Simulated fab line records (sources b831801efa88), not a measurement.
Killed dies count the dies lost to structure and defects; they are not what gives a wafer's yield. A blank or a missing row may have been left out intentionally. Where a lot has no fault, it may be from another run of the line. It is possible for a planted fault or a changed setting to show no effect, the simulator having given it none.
Matching of chambers -- flow sky130 -- rieDiel-03 running SKY_CONTACT_ETCH_17: 4 sister chambers
The step etches SiO2 in C4F8/O2/Ar, stops on Si3N4, target depth 340 nm. 8 wafers are shown with their chamber, then 7 later ones without.

WAFERS WITH THEIR CHAMBER
wafer,chamber,oesProductAu (a.u.)
L083.1,1,0.901
L083.2,3,0.887
L083.3,2,0.881
L083.4,0,0.886
L083.5,2,0.886
L083.6,3,0.900
L085.1,0,0.902
L085.2,1,0.889

WAFERS WHOSE CHAMBER IS MISSING
wafer,oesProductAu (a.u.)
L085.6,0.889
L087.3,0.887
L087.4,0.891
L087.6,0.900
L097.2,0.892
L097.3,0.901
L097.5,0.898

WHICH CHAMBER EACH WENT THROUGH
wafer,from the rows above,in truth
L085.6,can't be placed: 3 or 0 or 2 or 1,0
L087.3,can't be placed: 2 or 3 or 0 or 1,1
L087.4,can't be placed: 3 or 0 or 1 or 2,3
L087.6,can't be placed: 1 or 0 or 3 or 2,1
L097.2,can't be placed: 3 or 0 or 1 or 2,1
L097.3,can't be placed: 1 or 0 or 3 or 2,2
L097.5,can't be placed: 1 or 0 or 3 or 2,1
Placed correctly: 0 of 7. From these rows, 7 cannot be placed; in 7 the true chamber is one of the candidates. Placed wrongly: 0.
How it was worked out, from the rows above alone: a wafer's distance from a chamber is the root of the sum, over the readings, of the square of ((its reading less the chamber's mean) divided by the reading's scatter). The wafer belongs to the nearest chamber; if the next one is less than 2 further off, it can't be placed. For every chamber, the mean is computed from those of its wafers that are shown. How the scatter is found: for the shown wafers, subtract from each reading the mean of its chamber, square and add these, divide the total by (wafers less chambers), then take the root.
